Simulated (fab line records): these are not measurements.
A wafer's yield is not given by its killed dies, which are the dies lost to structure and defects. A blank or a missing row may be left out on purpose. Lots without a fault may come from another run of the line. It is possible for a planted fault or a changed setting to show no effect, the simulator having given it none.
Struck lot and sound lot, side by side / flow sky130 / 18 steps out of a route of 708
Sound: these wafers, L180.3, L180.4, L180.5. Wafers L192.4, L192.5, L192.6 were the ones struck. At the end, the cause is stated.
Per side, at each step with rows, come the tool, then ch with its chambers, and then its first start. Under that, the readings that differ: sound wafers / struck wafers / difference of the means / sigmas: that difference in standard deviations of wafers without a fault.
alike: readings whose means differ by less than 2 such deviations, and words and numbers that are the same on both sides. not compared: withheld readings, readings that some wafer has no value for, bounds like >300 that may hide the same value, and numbers for which the record gives no deviation and whose values overlap.
A row with sigmas, a row that says differs or no value, or rows on one side alone: a step with any of these is where the two part. Numbers that don't overlap but have no deviation are shown without sigmas and don't part them. A reading that every wafer of one side lacks parts them only if that side has two wafers or more.

first, 4 steps without rows for these wafers: SKY_VT_ADJUST_LVTN_SOFTBAKE_14 (time 60 s); SKY_VT_ADJUST_LVTN_EXPOSE_15 (exposes mask HVN STD DERIVED, target cd 600 nm); SKY_VT_ADJUST_LVTN_PEB_16; SKY_VT_ADJUST_LVTN_DEVELOP_17 (develop time 60 s).
SKY_VT_ADJUST_LVTN_OVL_MEAS_18:
  sound on overlay-02 at day 8 21:08; struck on overlay-02 at day 11 22:33
  alike: VT_ADJUST_LVTN_01_OVL
then, 1 step without rows for these wafers: SKY_VT_ADJUST_LVTN_IMPLANT_19.
SKY_VT_ADJUST_LVTN_STRIP_20: strips in O2/N2.
  sound on plasma_asher-03 ch 0,1, day 8 21:21; struck on plasma_asher-03 ch 0,1, day 11 22:45
  alike: drypump_motor_current_A, oes_product_au, strip_time_to_endpoint_s
  not compared: rf_hours_counter_h
SKY_VT_ADJUST_LVTN_TW_MEAS_21:
  sound on film_metro-01 at day 8 21:26; struck on film_metro-04 at day 11 22:51
  alike: VT_ADJUST_LVTN_2_TW
then, 4 steps without rows for these wafers: SKY_VT_ADJUST_NCORE_DEHYDRATE_00 (time 60 s); SKY_VT_ADJUST_NCORE_HMDS_01 (prime time 60 s); SKY_VT_ADJUST_NCORE_COAT_02 (resist thk 1140 nm); SKY_VT_ADJUST_NCORE_SOFTBAKE_03 (time 60 s).
SKY_VT_ADJUST_NCORE_EXPOSE_04: exposes mask LVTN COMPLEMENT THIN, target cd 380 nm.
  sound on iline_stepper-01 ch 0, day 9 07:53; struck on iline_stepper-01 ch 0, day 12 11:31
reading=exposure_dose_mJ_cm2; sound=139.02 138.71 139.05; struck=144.90 144.87 144.98; difference=+5.99; sigmas=+46
  alike: mask, reticle_temp_C
then, 2 steps without rows for these wafers: SKY_VT_ADJUST_NCORE_PEB_05; SKY_VT_ADJUST_NCORE_DEVELOP_06 (develop time 60 s).
SKY_VT_ADJUST_NCORE_CD_MEAS_07: target cd 380 nm.
  sound on cd_sem-01 at day 9 19:22; struck on cd_sem-01 at day 13 00:43
reading=cd_nm (nm); sound=376.7 376.2 375.6; struck=391.9 393.8 392.7; difference=+16.6; sigmas=+6
  not compared: hold
SKY_VT_ADJUST_NCORE_OVL_MEAS_08:
  sound on overlay-02 at day 9 19:28; struck on overlay-01 at day 13 02:46
reading=hold; sound=- - -; struck=await_dispo/2.0h/release await_dispo/2.0h/release await_dispo/2.0h/release; difference=no value on the sound wafers; sigmas=
  alike: VT_ADJUST_NCORE_OVL
-- here the record skips 37 days between the struck wafers' starts before and after, leaving off in module VT_ADJUST_NCORE and picking up in module PAD_OPEN (first step shown: number 708 of the route) --
SKY_PAD_OPEN_PROBE_99:
  sound on prober-02 at day 47 06:02; struck on prober-01 at day 49 16:59
  alike: killed_at_M0_to_M3, killed_at_M4_up, killed_at_contacts, killed_at_front_end, killed_at_other, killed_dies, killed_open, killed_short

WHERE THEY PART
First at SKY_VT_ADJUST_NCORE_EXPOSE_04; last, within this record, at SKY_VT_ADJUST_NCORE_OVL_MEAS_08. Later steps at which nothing parts them and some readings are alike: SKY_PAD_OPEN_PROBE_99.

WHY: what had been put in by the simulator
Process parameter drift: iline_stepper-01, from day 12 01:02 on, at SKY_VT_ADJUST_NCORE_EXPOSE_04. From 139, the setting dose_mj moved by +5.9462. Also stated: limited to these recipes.
